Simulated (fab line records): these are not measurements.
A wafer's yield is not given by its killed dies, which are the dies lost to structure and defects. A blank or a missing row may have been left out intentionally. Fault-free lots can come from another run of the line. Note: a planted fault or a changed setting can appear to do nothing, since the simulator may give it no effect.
Matching of chambers | flow sfq_line | SFQ_TRILAYER_I7_CMP_CMP_184 on cmp-02: 4 sister chambers
The step polishes SiO2. 16 wafers are shown with their chamber, then 8 later ones without.

## WAFERS PAIRED WITH THEIR CHAMBERS
wafer  | chamber | motor_current_A (A) | time_to_endpoint_s (s) | head_pressure_psi (psi)
L246.2 | 0       | 11.0                | 214                    | 3.005
L246.5 | 1       | 10.7                | 225                    | 2.989
L246.6 | 0       | 10.6                | 217                    | 3.008
L248.4 | 2       | 7.9                 | 224                    | 3.011
L248.3 | 1       | 10.0                | 218                    | 3.003
L248.6 | 3       | 11.3                | 210                    | 2.993
L250.4 | 1       | 10.0                | 228                    | 3.009
L250.5 | 1       | 9.9                 | 221                    | 2.999
L250.6 | 0       | 10.1                | 231                    | 3.000
L251.2 | 0       | 10.0                | 225                    | 3.001
L251.1 | 3       | 11.4                | 212                    | 3.008
L251.4 | 2       | 8.2                 | 220                    | 3.010
L253.2 | 1       | 10.2                | 208                    | 3.001
L253.5 | 1       | 10.0                | 216                    | 3.008
L253.6 | 0       | 10.3                | 219                    | 2.995
L256.3 | 2       | 7.5                 | 221                    | 2.989

SIGNATURES, as means of the wafers listed above
reading            | chamber 0 | chamber 1 | chamber 2 | chamber 3 | scatter within a chamber
motor_current_A    | 10.400    | 10.133    | 7.867     | 11.350    | 0.335
time_to_endpoint_s | 221.20    | 219.33    | 221.67    | 211.00    | 6.1
head_pressure_psi  | 3.00180   | 3.00150   | 3.00333   | 3.00050   | 0.00808
Rule: distance of a wafer from a chamber = root of the sum over the readings of ((wafer's reading minus chamber's mean) / reading's scatter) squared. The wafer belongs to the nearest chamber; if the next one is less than 2 further off, it can't be placed. The scatter: the root of (the sum of the squares of (reading less its chamber's mean) over the shown wafers, divided by (wafers less chambers)).

## WAFERS MISSING THEIR CHAMBER
wafer  | motor_current_A (A) | time_to_endpoint_s (s) | head_pressure_psi (psi)
L256.1 | 10.7                | 214                    | 3.014
L256.4 | 10.3                | 210                    | 2.995
L266.2 | 11.6                | 212                    | 3.002
L266.4 | 7.8                 | 223                    | 3.011
L266.6 | 11.5                | 224                    | 3.000
L268.2 | 7.8                 | 210                    | 2.999
L268.3 | 10.9                | 219                    | 2.987
L268.5 | 8.2                 | 221                    | 2.987

## WHICH CHAMBER EACH WENT THROUGH
wafer  | from the rows above          | in truth
L256.1 | can't be placed: 0 or 1 or 3 | 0
L256.4 | can't be placed: 1 or 0 or 3 | 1
L266.2 | 3                            | 3
L266.4 | 2                            | 2
L266.6 | can't be placed: 3 or 0 or 1 | 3
L268.2 | 2                            | 2
L268.3 | can't be placed: 0 or 3 or 1 | 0
L268.5 | 2                            | 2
Placed correctly: 4 of 8. Cannot be placed on the basis of these rows: 4; the candidates contain the true chamber in 4. Number placed wrongly: 0.
